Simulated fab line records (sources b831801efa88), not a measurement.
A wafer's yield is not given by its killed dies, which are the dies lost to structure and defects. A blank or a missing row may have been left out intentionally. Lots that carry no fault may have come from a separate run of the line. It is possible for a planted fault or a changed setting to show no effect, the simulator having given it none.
fab line records -- flow sky130
record: lots: 12, wafers: 36, last-day: 50
route steps=708 shown SD_P@327 LI_CONTACT@365 PAD_OPEN@708
lots with no fault: from the same line, run without faults
start-h: hours from the record's first day to the start of the lot's first wafer shown -- wait-h: hours elapsed since this lot's preceding step -- " identical to the entry in the row above -- L1.1+2: a single row standing in for several wafers -- - no value present, or no start provided -- * or withheld: withheld -- < > ~ a bound
route shown NAME@n: names a module that has steps shown in the file, with the first one's number in the route -- usual: mean and standard deviation over wafers with no fault -- same: alike in all rows -- chamber/n: place in a boat -- sites: readings site by site -- _std_site: the standard deviation of these -- _edge_site: inner sites' mean taken away from outer sites' mean -- radius-mm: how far each site lies from the wafer's centre -- mask NAME#n: copy n -- behind: the tool/chamber that last shaped the wafer -- hold: why the lot was held/for how many hours/how that ended -- device: transistor that didn't switch, given as n, p or np -- end of line: the same wafers' tests at the end of the route -- for a step that has no rows: nothing shown but its recipe -- killed: dies that structure and defects cost at the first sort, which is not the same as the wafer's yield -- map: a wafer's dies, marking killed ones x, the rest . and places with no die _
set.NAME: the run value of the setting; set.NAME@STEP: its run value at that earlier step -- model.NAME: the simulator's own value behind a step, which no gauge read
steps of the route over a sample of lots; a table a step, a row a wafer
services: a tool's chamber out of use, with start hour (start-h, from the record's first day; less than 0 if before it), hours out, and reason
== steps ==
step: SKY_SD_P_CD_MEAS_07
recipe: target-cd-nm: 380
usual: cd-nm: 379.6/2.1
lot.wafer,tool,chamber,start-h,wait-h,cd-nm
L372.1,cd-sem-01,-,613.89,0.1,378.5
L372.2,cd-sem-01,-,613.89,0.1,383.2
L372.3,cd-sem-01,-,613.89,0.1,381.7
L373.3,cd-sem-01,-,626.29,0.1,378.1
L373.4,cd-sem-01,-,626.29,0.1,381.9
L373.5,cd-sem-01,-,626.29,0.1,378.8
L380.2,cd-sem-02,-,687.01,0.1,379.6
L380.3,cd-sem-02,-,687.01,0.1,379.0
L380.6,cd-sem-02,-,687.01,0.1,378.9
L382.3,cd-sem-01,-,706.13,0.1,376.8
L382.5,cd-sem-01,-,706.13,0.1,378.4
L382.6,cd-sem-01,-,706.13,0.1,377.8
L384.1,cd-sem-02,-,714.85,0.1,381.5
L384.5,cd-sem-02,-,714.85,0.1,382.9
L384.6,cd-sem-02,-,714.85,0.1,381.8
L385.2,cd-sem-02,-,723.09,0.1,379.3
L385.4,cd-sem-02,-,723.09,0.1,379.6
L385.6,cd-sem-02,-,723.09,0.1,376.8
L386.1,cd-sem-01,-,734.80,0.1,380.6
L386.4,cd-sem-01,-,734.80,0.1,381.3
L386.5,cd-sem-01,-,734.80,0.1,379.6
L387.1,cd-sem-02,-,737.70,0.1,382.8
L387.2,cd-sem-02,-,737.70,0.1,383.6
L387.3,cd-sem-02,-,737.70,0.1,382.3
L388.1,cd-sem-01,-,743.49,0.1,377.6
L388.2,cd-sem-01,-,743.49,0.1,379.6
L388.4,cd-sem-01,-,743.49,0.1,378.8
L389.1,cd-sem-01,-,753.44,0.1,376.8
L389.2,cd-sem-01,-,753.44,0.1,378.4
L389.6,cd-sem-01,-,753.44,0.1,377.8
L390.1,cd-sem-01,-,757.12,0.1,383.4
L390.4,cd-sem-01,-,757.12,0.1,381.9
L390.6,cd-sem-01,-,757.12,0.1,381.4
L391.2,cd-sem-02,-,763.16,0.1,381.0
L391.5,cd-sem-02,-,763.16,0.1,379.7
L391.6,cd-sem-02,-,763.16,0.1,383.5
step: SKY_SD_P_OVL_MEAS_08
usual: SD_P_OVL: 0.2/1.3
lot.wafer,tool,chamber,start-h,wait-h,SD_P_OVL[nm]
L372.1,overlay-01,-,614.01,0.1,-0.9
L372.2,overlay-01,-,614.01,0.1,0.6
L372.3,overlay-01,-,614.01,0.1,-1.2
L373.3,overlay-02,-,626.39,0.1,2.0
L373.4,overlay-02,-,626.39,0.1,0.4
L373.5,overlay-02,-,626.39,0.1,-0.5
L380.2,overlay-01,-,687.11,0.1,2.6
L380.3,overlay-01,-,687.11,0.1,1.5
L380.6,overlay-01,-,687.11,0.1,2.8
L382.3,overlay-01,-,706.22,0.1,-0.4
L382.5,overlay-01,-,706.22,0.1,-1.2
L382.6,overlay-01,-,706.22,0.1,0.6
L384.1,overlay-01,-,714.97,0.1,1.4
L384.5,overlay-01,-,714.97,0.1,-0.8
L384.6,overlay-01,-,714.97,0.1,1.7
L385.2,overlay-02,-,723.20,0.1,0.6
L385.4,overlay-02,-,723.20,0.1,1.1
L385.6,overlay-02,-,723.20,0.1,1.1
L386.1,overlay-01,-,734.92,0.1,-0.2
L386.4,overlay-01,-,734.92,0.1,-2.1
L386.5,overlay-01,-,734.92,0.1,0.6
L387.1,overlay-02,-,737.82,0.1,0.8
L387.2,overlay-02,-,737.82,0.1,1.1
L387.3,overlay-02,-,737.82,0.1,0.6
L388.1,overlay-01,-,743.61,0.1,-0.8
L388.2,overlay-01,-,743.61,0.1,-0.2
L388.4,overlay-01,-,743.61,0.1,0.8
L389.1,overlay-02,-,753.56,0.1,1.8
L389.2,overlay-02,-,753.56,0.1,0.6
L389.6,overlay-02,-,753.56,0.1,2.3
L390.1,overlay-01,-,757.24,0.1,0.7
L390.4,overlay-01,-,757.24,0.1,1.7
L390.6,overlay-01,-,757.24,0.1,-0.1
L391.2,overlay-01,-,763.26,0.1,0.5
L391.5,overlay-01,-,763.26,0.1,-0.4
L391.6,overlay-01,-,763.26,0.1,-0.3
step: SKY_LI_CONTACT_BOW_MEAS_03
recipe: mode: bow
usual: LI_CONTACT_BOW: 55/6.6
lot.wafer,tool,chamber,start-h,wait-h,LI_CONTACT_BOW[um]
L372.1,film-metro-04,-,672.42,0.1,51
L372.2,film-metro-04,-,672.42,0.1,42
L372.3,film-metro-04,-,672.42,0.1,50
L373.3,film-metro-04,-,685.64,0.2,51
L373.4,film-metro-04,-,685.64,0.2,55
L373.5,film-metro-04,-,685.64,0.2,42
L380.2,film-metro-04,-,744.67,0.3,62
L380.3,film-metro-04,-,744.67,0.3,57
L380.6,film-metro-04,-,744.67,0.3,52
L382.3,film-metro-04,-,763.66,0.2,64
L382.5,film-metro-04,-,763.66,0.2,46
L382.6,film-metro-04,-,763.66,0.2,42
L384.1,film-metro-01,-,772.57,0.2,58
L384.5,film-metro-01,-,772.57,0.2,46
L384.6,film-metro-01,-,772.57,0.2,64
L385.2,film-metro-04,-,778.39,0.2,50
L385.4,film-metro-04,-,778.39,0.2,51
L385.6,film-metro-04,-,778.39,0.2,49
L386.1,film-metro-04,-,790.86,0.2,67
L386.4,film-metro-04,-,790.86,0.2,60
L386.5,film-metro-04,-,790.86,0.2,51
L387.1,film-metro-02,-,794.21,0.1,53
L387.2,film-metro-02,-,794.21,0.1,47
L387.3,film-metro-02,-,794.21,0.1,53
L388.1,film-metro-02,-,801.89,0.2,49
L388.2,film-metro-02,-,801.89,0.2,52
L388.4,film-metro-02,-,801.89,0.2,49
L389.1,film-metro-02,-,808.63,0.2,49
L389.2,film-metro-02,-,808.63,0.2,59
L389.6,film-metro-02,-,808.63,0.2,45
L390.1,film-metro-04,-,813.09,0.1,52
L390.4,film-metro-04,-,813.09,0.1,62
L390.6,film-metro-04,-,813.09,0.1,42
L391.2,film-metro-02,-,817.24,0.1,70
L391.5,film-metro-02,-,817.24,0.1,58
L391.6,film-metro-02,-,817.24,0.1,65
step: SKY_LI_CONTACT_ETCH_15
recipe: target: PSG, chemistry: C4F8/O2/Ar, stop-on: Si, taper-deg: 4.15, mask-material: KrF-thick, source-w: 1500, bias-w: 1200, pressure-mtorr: 40, c4f8-flow-sccm: withheld, O2_flow_sccm: 6, Ar_flow_sccm: 300, time-s: withheld, target-depth-a: 6000
usual: oes-product-au: 0.837/0.0045
lot.wafer,tool,chamber,start-h,wait-h,oes-product-au
L372.1,rie-diel-01,1,700.60,0.0,0.836
L372.2,rie-diel-01,0,700.60,0.0,0.775
L372.3,rie-diel-01,3,700.60,0.0,0.832
L373.3,rie-diel-01,1,713.24,0.0,0.848
L373.4,rie-diel-01,0,713.24,0.0,0.771
L373.5,rie-diel-01,0,713.24,0.0,0.776
L380.2,rie-diel-01,1,772.50,0.0,0.829
L380.3,rie-diel-01,3,772.50,0.0,0.838
L380.6,rie-diel-01,3,772.50,0.0,0.839
L382.3,rie-diel-03,0,790.64,0.0,0.846
L382.5,rie-diel-03,2,790.64,0.0,0.835
L382.6,rie-diel-03,1,790.64,0.0,0.840
L384.1,rie-diel-04,2,800.94,0.0,0.841
L384.5,rie-diel-04,3,800.94,0.0,0.835
L384.6,rie-diel-04,2,800.94,0.0,0.834
L385.2,rie-diel-03,2,804.72,0.0,0.833
L385.4,rie-diel-03,3,804.72,0.0,0.835
L385.6,rie-diel-03,0,804.72,0.0,0.838
L386.1,rie-diel-04,2,817.99,0.0,0.834
L386.4,rie-diel-04,3,817.99,0.0,0.837
L386.5,rie-diel-04,1,817.99,0.0,0.845
L387.1,rie-diel-01,0,820.90,0.0,0.836
L387.2,rie-diel-01,2,820.90,0.0,0.840
L387.3,rie-diel-01,1,820.90,0.0,0.834
L388.1,rie-diel-01,0,828.09,0.0,0.832
L388.2,rie-diel-01,2,828.09,0.0,0.836
L388.4,rie-diel-01,1,828.09,0.0,0.840
L389.1,rie-diel-04,2,835.25,0.0,0.833
L389.2,rie-diel-04,1,835.25,0.0,0.835
L389.6,rie-diel-04,2,835.25,0.0,0.834
L390.1,rie-diel-01,1,839.49,0.0,0.840
L390.4,rie-diel-01,2,839.49,0.0,0.838
L390.6,rie-diel-01,1,839.49,0.0,0.841
L391.2,rie-diel-01,3,843.49,0.0,0.838
L391.5,rie-diel-01,2,843.49,0.0,0.842
L391.6,rie-diel-01,1,843.49,0.0,0.827
step: SKY_LI_CONTACT_STRIP_16
recipe: chemistry: O2/N2, power-w: 1400, pressure-mtorr: 1500, platen-temp-c: withheld, o2-flow-sccm: 3000, n2-flow-sccm: 300, overash-fraction: 0.5
usual: drypump-motor-current-A: 5.9/0.5, oes-product-au: 0.375/0.0044, strip-time-to-endpoint-s: 3.485/0.026
lot.wafer,tool,chamber,start-h,wait-h,drypump-motor-current-A,oes-product-au,rf-hours-counter-h,strip-time-to-endpoint-s
L372.1,plasma-asher-03,1,700.69,-,5.3,0.375,89,3.516
L372.2,plasma-asher-03,0,700.69,-,6.4,0.397,89,4.119
L372.3,plasma-asher-03,1,700.69,-,5.3,0.382,-,3.526
L373.3,plasma-asher-04,0,713.36,-,6.4,0.376,-,3.489
L373.4,plasma-asher-04,1,713.36,-,6.5,0.406,-,4.104
L373.5,plasma-asher-04,1,713.36,-,6.5,0.399,-,4.090
L380.2,plasma-asher-04,0,772.58,-,6.4,0.380,3,3.499
L380.3,plasma-asher-04,0,772.58,-,6.4,0.373,-,3.481
L380.6,plasma-asher-04,0,772.58,-,6.4,0.374,-,3.461
L382.3,plasma-asher-02,1,790.76,-,5.6,0.378,-,3.436
L382.5,plasma-asher-02,0,790.76,-,5.4,0.373,-,3.492
L382.6,plasma-asher-02,1,790.76,-,5.7,0.375,-,3.511
L384.1,plasma-asher-03,0,801.02,-,6.4,0.371,100,3.442
L384.5,plasma-asher-03,1,801.02,-,5.3,0.372,-,3.463
L384.6,plasma-asher-03,0,801.02,-,6.4,0.369,-,3.453
L385.2,plasma-asher-04,1,804.80,-,6.5,0.379,6,3.495
L385.4,plasma-asher-04,0,804.80,-,6.4,0.378,-,3.491
L385.6,plasma-asher-04,1,804.80,-,6.5,0.376,-,3.471
L386.1,plasma-asher-03,0,818.07,-,6.4,0.377,102,3.465
L386.4,plasma-asher-03,0,818.07,-,6.4,0.375,-,3.506
L386.5,plasma-asher-03,0,818.07,-,6.4,0.377,-,3.468
L387.1,plasma-asher-02,1,820.98,-,5.7,0.386,59,3.526
L387.2,plasma-asher-02,0,820.98,-,5.4,0.380,59,3.538
L387.3,plasma-asher-02,0,820.98,-,5.4,0.369,-,3.510
L388.1,plasma-asher-02,1,828.17,-,5.6,0.372,59,3.531
L388.2,plasma-asher-02,0,828.17,-,5.4,0.376,59,3.525
L388.4,plasma-asher-02,0,828.17,-,5.4,0.375,-,3.541
L389.1,plasma-asher-03,1,835.33,-,5.3,0.367,103,3.453
L389.2,plasma-asher-03,0,835.33,-,6.4,0.375,103,3.480
L389.6,plasma-asher-03,0,835.33,-,6.3,0.378,-,3.453
L390.1,plasma-asher-02,0,839.57,-,5.4,0.369,61,3.489
L390.4,plasma-asher-02,0,839.57,-,5.4,0.371,-,3.477
L390.6,plasma-asher-02,1,839.57,-,5.7,0.380,-,3.484
L391.2,plasma-asher-03,1,843.57,-,5.3,0.382,104,3.484
L391.5,plasma-asher-03,0,843.57,-,6.4,0.374,-,3.464
L391.6,plasma-asher-03,1,843.57,-,5.3,0.369,-,3.476
step: SKY_PAD_OPEN_PROBE_99
usual: killed_at_M0_to_M3: 43/6.5, killed_at_M4_up: 3.2/1.8, killed-at-contacts: 24/5, killed-at-front-end: 15/4.1, killed-at-other: 0.3/0.54, killed-dies: 85/9.3, killed-on-rim: 16/4.1, killed-open: 47/7.2, killed-short: 39/5.9
same: gross-dies: 492, killed-at-back-side: 0
lot.wafer,tool,chamber,start-h,wait-h,killed_at_M0_to_M3,killed_at_M4_up,killed-at-contacts,killed-at-front-end,killed-at-other,killed-dies,killed-on-rim,killed-open,killed-short
L372.1,prober-02,-,1091.96,0.1,41,3,34,17,0,95,16,45,48
L372.2,prober-02,-,1092.01,0.1,41,3,435,13,0,492,96,56,31
L372.3,prober-02,-,1092.06,0.2,44,5,20,15,0,84,16,43,41
L373.3,prober-01,-,1104.28,0.2,48,5,28,15,0,96,20,48,48
L373.4,prober-01,-,1104.33,0.2,45,3,418,24,2,492,96,48,50
L373.5,prober-01,-,1104.38,0.2,39,9,431,13,0,492,96,49,32
L380.2,prober-02,-,1146.75,0.1,52,1,29,16,0,98,22,55,43
L380.3,prober-02,-,1146.80,0.2,33,4,17,14,0,68,14,39,29
L380.6,prober-02,-,1146.95,0.2,50,3,22,17,0,92,16,47,45
L382.3,prober-01,-,1159.21,0.2,42,1,22,15,1,81,11,46,35
L382.5,prober-01,-,1159.31,0.2,41,2,30,25,0,98,20,45,53
L382.6,prober-01,-,1159.36,0.2,39,1,32,13,0,85,18,53,31
L384.1,prober-02,-,1165.71,0.1,44,4,28,21,0,97,18,60,37
L384.5,prober-02,-,1165.91,0.2,49,2,27,15,0,93,24,46,47
L384.6,prober-02,-,1165.96,0.2,59,3,24,17,0,103,30,62,41
L385.2,prober-01,-,1167.52,0.1,49,7,19,12,0,87,13,42,45
L385.4,prober-01,-,1167.62,0.2,42,1,23,7,0,73,16,45,28
L385.6,prober-01,-,1167.72,0.2,37,2,23,20,0,82,16,43,39
L386.1,prober-02,-,1177.37,0.1,38,4,21,12,1,76,17,38,36
L386.4,prober-02,-,1177.52,0.2,49,2,19,22,0,92,15,51,40
L386.5,prober-02,-,1177.57,0.2,42,5,18,13,0,78,14,34,43
L387.1,prober-01,-,1178.99,0.1,42,2,30,14,0,88,19,45,43
L387.2,prober-01,-,1179.04,0.1,45,3,27,8,0,83,19,45,38
L387.3,prober-01,-,1179.09,0.2,35,5,29,11,1,81,17,38,43
L388.1,prober-02,-,1184.23,0.1,37,3,16,18,2,76,14,41,35
L388.2,prober-02,-,1184.28,0.1,43,4,27,15,0,89,17,44,45
L388.4,prober-02,-,1184.38,0.2,50,6,27,15,0,98,17,59,39
L389.1,prober-01,-,1186.38,0.1,37,2,27,20,0,86,21,52,34
L389.2,prober-01,-,1186.43,0.1,35,6,26,23,0,90,16,48,42
L389.6,prober-01,-,1186.63,0.2,47,4,22,19,1,93,18,56,37
L390.1,prober-02,-,1189.29,0.1,39,2,27,15,1,84,18,44,39
L390.4,prober-02,-,1189.44,0.2,43,1,17,21,1,83,16,44,39
L390.6,prober-02,-,1189.54,0.2,52,4,16,16,0,88,18,41,47
L391.2,prober-02,-,1191.72,0.1,41,2,25,12,1,81,15,44,36
L391.5,prober-02,-,1191.87,0.2,46,2,25,17,0,90,12,46,44
L391.6,prober-02,-,1191.92,0.2,46,4,21,11,0,82,19,42,40
killed by level:class
L372.1 CONTACT:geometric-particle:open=16 VIA1:geometric-particle:open=10 LI_CONTACT:geometric-particle:open=6 CONTACT:geometric-particle:short=6 METAL1:geometric-particle:short=6 FIELD_ISO:geometric-particle:short=5 LOCAL_INTERCONNECT:geometric-particle:short=5 METAL2:geometric-particle:short=5
L372.2 LI_CONTACT:area-etch=405 CONTACT:geometric-particle:open=14 VIA1:geometric-particle:open=10 VIA2:geometric-particle:open=9 LI_CONTACT:geometric-particle:open=7 VIA3:geometric-particle:open=6 POLY_GATE:geometric-particle:open=5 LOCAL_INTERCONNECT:geometric-particle:short=4
L372.3 CONTACT:geometric-particle:open=8 VIA1:geometric-particle:short=8 VIA2:geometric-particle:open=7 METAL1:geometric-particle:short=6 VIA1:geometric-particle:open=6 LI_CONTACT:geometric-particle:open=5 VIA3:geometric-particle:open=5 FIELD_ISO:geometric-particle:open=4
L373.3 VIA1:geometric-particle:open=10 METAL1:geometric-particle:short=9 CONTACT:geometric-particle:open=8 LI_CONTACT:geometric-particle:open=8 VIA3:geometric-particle:short=6 CONTACT:geometric-particle:short=5 FIELD_ISO:geometric-particle:short=4 LI_CONTACT:geometric-particle:short=4
L373.4 LI_CONTACT:area-etch=392 CONTACT:geometric-particle:open=11 VIA1:geometric-particle:open=10 METAL2:geometric-particle:short=8 METAL1:geometric-particle:short=7 FIELD_ISO:geometric-particle:short=6 CONTACT:geometric-particle:short=6 POLY_GATE:geometric-particle:short=5
L373.5 LI_CONTACT:area-etch=409 VIA1:geometric-particle:open=8 VIA2:geometric-particle:open=8 LI_CONTACT:geometric-particle:open=6 LOCAL_INTERCONNECT:geometric-particle:short=5 CONTACT:geometric-particle:open=5 METAL2:geometric-particle:short=5 VIA3:geometric-particle:open=5
L380.2 VIA1:geometric-particle:open=17 CONTACT:geometric-particle:open=13 VIA2:geometric-particle:open=7 FIELD_ISO:geometric-particle:short=5 CONTACT:geometric-particle:short=5 VIA2:geometric-particle:short=5 LI_CONTACT:geometric-particle:open=4 METAL2:geometric-particle:short=4
L380.3 VIA1:geometric-particle:open=10 FIELD_ISO:geometric-particle:short=6 LI_CONTACT:geometric-particle:open=6 CONTACT:geometric-particle:short=5 CONTACT:geometric-particle:open=5 METAL2:geometric-particle:short=5 VIA3:geometric-particle:open=5 POLY_GATE:geometric-particle:open=4
L380.6 VIA1:geometric-particle:open=13 CONTACT:geometric-particle:open=8 METAL1:geometric-particle:short=7 VIA2:geometric-particle:open=7 FIELD_ISO:geometric-particle:short=6 LOCAL_INTERCONNECT:geometric-particle:short=5 FIELD_ISO:geometric-particle:open=4 LI_CONTACT:geometric-particle:open=4
L382.3 VIA2:geometric-particle:open=12 CONTACT:geometric-particle:open=11 FIELD_ISO:geometric-particle:open=5 LOCAL_INTERCONNECT:geometric-particle:short=5 VIA1:geometric-particle:open=5 VIA1:geometric-particle:short=5 METAL2:geometric-particle:short=5 METAL3:geometric-particle:short=4
L382.5 CONTACT:geometric-particle:open=13 FIELD_ISO:geometric-particle:short=10 VIA1:geometric-particle:open=9 VIA2:geometric-particle:open=7 CONTACT:geometric-particle:short=6 VIA1:geometric-particle:short=6 LI_CONTACT:geometric-particle:open=5 METAL1:geometric-particle:short=5
L382.6 CONTACT:geometric-particle:open=16 VIA1:geometric-particle:open=12 METAL1:geometric-particle:short=6 LI_CONTACT:geometric-particle:open=5 METAL2:geometric-particle:short=5 LI_CONTACT:geometric-particle:short=4 LOCAL_INTERCONNECT:geometric-particle:short=4 VIA2:geometric-particle:open=4
L384.1 CONTACT:geometric-particle:open=11 VIA3:geometric-particle:open=10 LI_CONTACT:geometric-particle:open=8 VIA1:geometric-particle:open=8 CONTACT:geometric-particle:short=6 FIELD_ISO:geometric-particle:short=5 METAL1:geometric-particle:short=5 VIA2:geometric-particle:open=5
L384.5 CONTACT:geometric-particle:open=14 METAL2:geometric-particle:short=9 VIA1:geometric-particle:open=7 METAL1:geometric-particle:short=6 METAL3:geometric-particle:short=6 VIA2:geometric-particle:open=5 CONTACT:geometric-particle:short=5 FIELD_ISO:geometric-particle:open=4
L384.6 VIA1:geometric-particle:open=14 CONTACT:geometric-particle:open=10 VIA3:geometric-particle:open=9 VIA2:geometric-particle:open=7 METAL1:geometric-particle:short=7 VIA1:geometric-particle:short=7 METAL2:geometric-particle:short=7 FIELD_ISO:geometric-particle:open=6
L385.2 VIA1:geometric-particle:open=9 VIA1:geometric-particle:short=8 CONTACT:geometric-particle:open=7 METAL2:geometric-particle:short=7 VIA2:geometric-particle:open=6 FIELD_ISO:geometric-particle:short=5 VIA3:geometric-particle:open=5 CONTACT:geometric-particle:short=5
L385.4 CONTACT:geometric-particle:open=12 VIA1:geometric-particle:open=9 LI_CONTACT:geometric-particle:open=7 METAL1:geometric-particle:short=7 VIA2:geometric-particle:open=7 FIELD_ISO:geometric-particle:short=6 VIA3:geometric-particle:open=6 METAL2:geometric-particle:short=6
L385.6 FIELD_ISO:geometric-particle:open=9 VIA1:geometric-particle:short=8 LI_CONTACT:geometric-particle:open=6 CONTACT:geometric-particle:open=6 VIA1:geometric-particle:open=6 VIA2:geometric-particle:open=6 CONTACT:geometric-particle:short=5 VIA3:geometric-particle:open=5
L386.1 VIA1:geometric-particle:open=9 LOCAL_INTERCONNECT:geometric-particle:short=6 CONTACT:geometric-particle:open=6 VIA2:geometric-particle:open=6 METAL1:geometric-particle:short=5 VIA3:geometric-particle:open=5 METAL4:geometric-particle:short=4 VIA2:geometric-particle:short=4
L386.4 VIA1:geometric-particle:open=11 METAL1:geometric-particle:short=10 CONTACT:geometric-particle:open=8 LI_CONTACT:geometric-particle:open=7 FIELD_ISO:geometric-particle:short=5 FIELD_ISO:geometric-particle:open=4 METAL3:geometric-particle:short=4 VIA2:geometric-particle:open=4
L386.5 VIA1:geometric-particle:open=7 METAL1:geometric-particle:short=6 VIA2:geometric-particle:open=6 CONTACT:geometric-particle:open=5 METAL3:geometric-particle:short=5 METAL2:geometric-particle:short=4 LOCAL_INTERCONNECT:geometric-particle:short=4 CONTACT:geometric-particle:short=4
L387.1 VIA1:geometric-particle:open=14 CONTACT:geometric-particle:open=9 LI_CONTACT:geometric-particle:open=9 METAL2:geometric-particle:short=7 LI_CONTACT:geometric-particle:short=5 CONTACT:geometric-particle:short=5 METAL1:geometric-particle:short=5 VIA2:geometric-particle:open=5
L387.2 VIA1:geometric-particle:open=11 CONTACT:geometric-particle:open=9 VIA2:geometric-particle:open=9 CONTACT:geometric-particle:short=7 METAL2:geometric-particle:short=4 LOCAL_INTERCONNECT:geometric-particle:short=4 METAL2:geometric-particle:open=4 VIA2:geometric-particle:short=4
L387.3 CONTACT:geometric-particle:open=12 LI_CONTACT:geometric-particle:open=8 VIA1:geometric-particle:short=7 VIA1:geometric-particle:open=6 METAL3:geometric-particle:short=5 POLY_GATE:geometric-particle:short=4 LI_CONTACT:geometric-particle:short=4 VIA2:geometric-particle:short=4
L388.1 VIA1:geometric-particle:open=9 METAL2:geometric-particle:short=7 CONTACT:geometric-particle:open=6 FIELD_ISO:geometric-particle:open=5 POLY_GATE:geometric-particle:open=4 VIA1:geometric-particle:short=4 CONTACT:geometric-particle:short=4 METAL2:geometric-particle:open=4
L388.2 VIA1:geometric-particle:open=12 CONTACT:geometric-particle:open=9 VIA1:geometric-particle:short=7 LI_CONTACT:geometric-particle:open=6 VIA3:geometric-particle:open=5 METAL2:geometric-particle:short=5 CONTACT:geometric-particle:short=5 VIA3:geometric-particle:short=5
L388.4 VIA1:geometric-particle:open=14 LI_CONTACT:geometric-particle:open=11 CONTACT:geometric-particle:open=7 FIELD_ISO:geometric-particle:short=6 VIA1:geometric-particle:short=6 VIA2:geometric-particle:open=6 FIELD_ISO:geometric-particle:open=5 VIA3:geometric-particle:open=5
L389.1 VIA1:geometric-particle:open=13 CONTACT:geometric-particle:open=12 FIELD_ISO:geometric-particle:short=7 VIA2:geometric-particle:open=6 METAL2:geometric-particle:short=6 POLY_GATE:geometric-particle:open=5 LI_CONTACT:geometric-particle:open=4 LOCAL_INTERCONNECT:geometric-particle:short=4
L389.2 VIA1:geometric-particle:open=9 CONTACT:geometric-particle:open=8 CONTACT:geometric-particle:short=8 VIA3:geometric-particle:open=8 POLY_GATE:geometric-particle:open=7 SPACER:geometric-particle:short=5 VIA2:geometric-particle:open=5 POLY_GATE:geometric-particle:short=4
L389.6 VIA1:geometric-particle:open=14 CONTACT:geometric-particle:open=9 POLY_GATE:geometric-particle:open=7 LI_CONTACT:geometric-particle:open=7 METAL1:geometric-particle:short=7 VIA3:geometric-particle:open=6 VIA2:geometric-particle:open=5 METAL2:geometric-particle:short=5
L390.1 VIA1:geometric-particle:open=13 CONTACT:geometric-particle:open=11 LOCAL_INTERCONNECT:geometric-particle:short=7 POLY_GATE:geometric-particle:short=4 CONTACT:geometric-particle:short=4 VIA1:geometric-particle:short=4 METAL2:geometric-particle:short=4 FIELD_ISO:geometric-particle:open=3
L390.4 VIA1:geometric-particle:open=13 CONTACT:geometric-particle:open=9 METAL2:geometric-particle:short=8 POLY_GATE:geometric-particle:open=5 POLY_GATE:geometric-particle:short=5 VIA2:geometric-particle:short=5 VIA2:geometric-particle:open=5 FIELD_ISO:geometric-particle:short=4
L390.6 VIA1:geometric-particle:open=15 METAL2:geometric-particle:short=7 FIELD_ISO:geometric-particle:short=6 VIA1:geometric-particle:short=6 CONTACT:geometric-particle:open=6 METAL1:geometric-particle:short=5 FIELD_ISO:geometric-particle:open=4 VIA3:geometric-particle:short=4
L391.2 VIA1:geometric-particle:open=11 LOCAL_INTERCONNECT:geometric-particle:short=10 CONTACT:geometric-particle:open=7 VIA2:geometric-particle:open=7 VIA1:geometric-particle:short=6 FIELD_ISO:geometric-particle:open=5 VIA3:geometric-particle:open=4 FIELD_ISO:geometric-particle:short=3
L391.5 VIA1:geometric-particle:open=11 VIA2:geometric-particle:open=7 LI_CONTACT:geometric-particle:open=6 METAL2:geometric-particle:short=5 LI_CONTACT:geometric-particle:short=5 CONTACT:geometric-particle:open=5 CONTACT:geometric-particle:short=5 VIA2:geometric-particle:short=5
L391.6 VIA1:geometric-particle:open=11 METAL1:geometric-particle:short=9 LI_CONTACT:geometric-particle:open=6 CONTACT:geometric-particle:open=6 VIA3:geometric-particle:open=6 VIA1:geometric-particle:short=5 CONTACT:geometric-particle:short=5 METAL3:geometric-particle:short=4
== services ==
tool,chamber,start-h,hours,kind
rie-diel-03,3,696.28,5.6,repair
rie-diel-04,2,719.57,5.8,repair
rie-diel-03,1,727.14,2.3,repair
rie-diel-03,3,728.91,12.7,repair
rie-diel-04,0,732.29,-,clean
rie-diel-04,0,732.29,17.5,scheduled-down
rie-diel-04,0,732.29,17.5,vent-cycle
plasma-asher-04,-,733.75,9.0,pm
plasma-asher-04,0,733.75,9.0,vent-cycle
plasma-asher-04,1,733.75,9.0,vent-cycle
plasma-asher-02,-,734.70,1.1,repair
plasma-asher-04,0,742.75,-,clean
plasma-asher-04,1,742.75,-,clean
plasma-asher-02,-,751.07,14.6,pm
rie-diel-01,0,761.67,13.6,repair
rie-diel-03,-,770.88,0.5,repair
rie-diel-03,1,776.43,6.7,repair
plasma-asher-02,-,796.57,3.4,repair
rie-diel-04,3,819.98,-,clean
rie-diel-04,3,819.98,28.6,scheduled-down
rie-diel-04,3,819.98,28.6,vent-cycle
rie-diel-04,-,824.38,0.5,repair
== key ==
first-sign: step: SKY_LI_CONTACT_ETCH_15, reading: oes-product-au, direction: down, sigmas: 14, usual: 0.837, struck: 0.774
effect: step: SKY_LI_CONTACT_STRIP_16, reading: strip-time-to-endpoint-s, direction: up, sigmas: 24, usual: *, struck: *
effect: step: SKY_PAD_OPEN_PROBE_99, reading: killed-at-contacts, direction: up, sigmas: 82, usual: 24, struck: 428
more-kills-born-at: SKY_LI_CONTACT_ETCH_15@rie-diel-01: 1206
met-at SKY_LI_CONTACT_ETCH_15
struck-lots L372,L373
struck-wafers L372.2,L373.4,L373.5
later-rows-left-out L372.2,L373.4,L373.5
tester-left-out L372,L373
not-acting-at SKY_SD_P_CD_MEAS_07,SKY_SD_P_OVL_MEAS_08,SKY_LI_CONTACT_BOW_MEAS_03
fault: kind: process-parameter-drift, tool: rie-diel-01, chamber: 0, onset-h: 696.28, steps: SKY_LI_CONTACT_ETCH_15, channel: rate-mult, offset: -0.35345, shape: step, end-h: 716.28
tester-left-out: of these lots the tester's yield and bins aren't shown, on N5 and GAA mostly nor the transistor test; their killed dies are dies lost to structure and defects alone, not to doping, threshold or leakage, so they don't give the yield
later-rows-left-out: the simulator's readings of these wafers behind a module that went badly wrong aren't trusted and aren't shown, but for the sort
